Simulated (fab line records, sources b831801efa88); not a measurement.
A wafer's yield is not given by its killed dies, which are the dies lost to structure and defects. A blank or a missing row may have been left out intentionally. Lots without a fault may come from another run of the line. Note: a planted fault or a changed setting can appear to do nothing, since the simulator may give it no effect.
One fault through the eyes of 2 desks ; flow sfq_line ; each desk has only its own numbers; what lay behind them comes last

## AT THE TOOL OWNER'S DESK: pvd_sputter-06
The tool's own readings at SFQ_TRILAYER_M1_DEP_SPUTTER_037 (material Nb, target thk 200 nm, time 133.3 s): means of the sampled wafers that have a number, for each lot that ran on this tool. Marked OUT: a lot whose mean sits more than 4 standard deviations from the usual mean, which makes it out of limits; the brackets give that distance.
Columns: A = cathode_dc_power_W at SFQ_TRILAYER_M1_DEP_SPUTTER_037, usual 2000.0 W; B = resputter_cathode_voltage_v at SFQ_TRILAYER_M1_DEP_SPUTTER_037, usual 400 V; C = substrate_temp_c at SFQ_TRILAYER_M1_DEP_SPUTTER_037, usual 20.01 C; D = throttle_valve_pct at SFQ_TRILAYER_M1_DEP_SPUTTER_037, usual 29.8 %
lot;first seen here;A;B;C;D
L604;day 13 13:13;1999.8;402;20.02;29.6
L613;day 16 10:49;2054.2 (+99 or more) OUT;405;20.06;28.4
L615;day 17 01:02;2054.6 (+99 or more) OUT;401;19.97;29.4
This desk's verdict: out of limits on L613, L615, starting with L613 at day 16 10:49 (cathode_dc_power_W at SFQ_TRILAYER_M1_DEP_SPUTTER_037). L604: within limits.

## METROLOGY DESK
What the gauges read for every lot (on any tool): the sampled wafers with a number, averaged. Marked OUT: a lot whose mean sits more than 4 standard deviations from the usual mean, which makes it out of limits; the brackets give that distance.
Columns: A = I0_OVL at SFQ_I0_OVL_MEAS_908, usual 0 nm; B = M1_NB_RS at SFQ_M1_RS_MEAS_909, usual 0.887 ohm/sq; C = M1_OVL at SFQ_M1_OVL_MEAS_911, usual 1 nm; D = I1_BOW at SFQ_I1_BOW_MEAS_912, usual 4 um; E = I1_OVL at SFQ_I1_OVL_MEAS_913, usual -2 nm; F = M8_BOW at SFQ_M8_BOW_MEAS_951, usual 12 um
lot;first seen here;A;B;C;D;E;F
L594;day 10 11:01;0;0.892;4;8;-8;14
L597;day 11 10:55;6;0.874;-6;-0;-2;-2
L604;day 13 11:38;-8;0.875;-6;3;7;12
L613;day 16 09:13;-4;0.863;1;4;-5;14
L615;day 17 00:02;-1;0.854;9;-1;-1;8
L616;day 17 04:50;-7;0.916;-5;12;-4;21
Finding of this desk: none of the 6 lots has anything out of limits.

## TAKEN TOGETHER
On L613, L615, at day 16 10:49, an alarm was possible from the tool owner's desk.
At the metrology desk, nothing out of limits was observed.
The metrology desk holds a record of L613, L615, inside its limits.
The lots listed all ran SFQ_TRILAYER_M1_DEP_SPUTTER_037 on pvd_sputter-06.

## WHAT THE SIMULATOR HAD PUT IN
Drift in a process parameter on pvd_sputter-06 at SFQ_TRILAYER_M1_DEP_SPUTTER_037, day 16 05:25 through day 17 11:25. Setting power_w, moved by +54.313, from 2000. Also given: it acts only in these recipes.
Struck lots among those shown: L613, L615.
Each desk's first reading out of limits, in hours after the fault started: the tool owner's desk, 5.
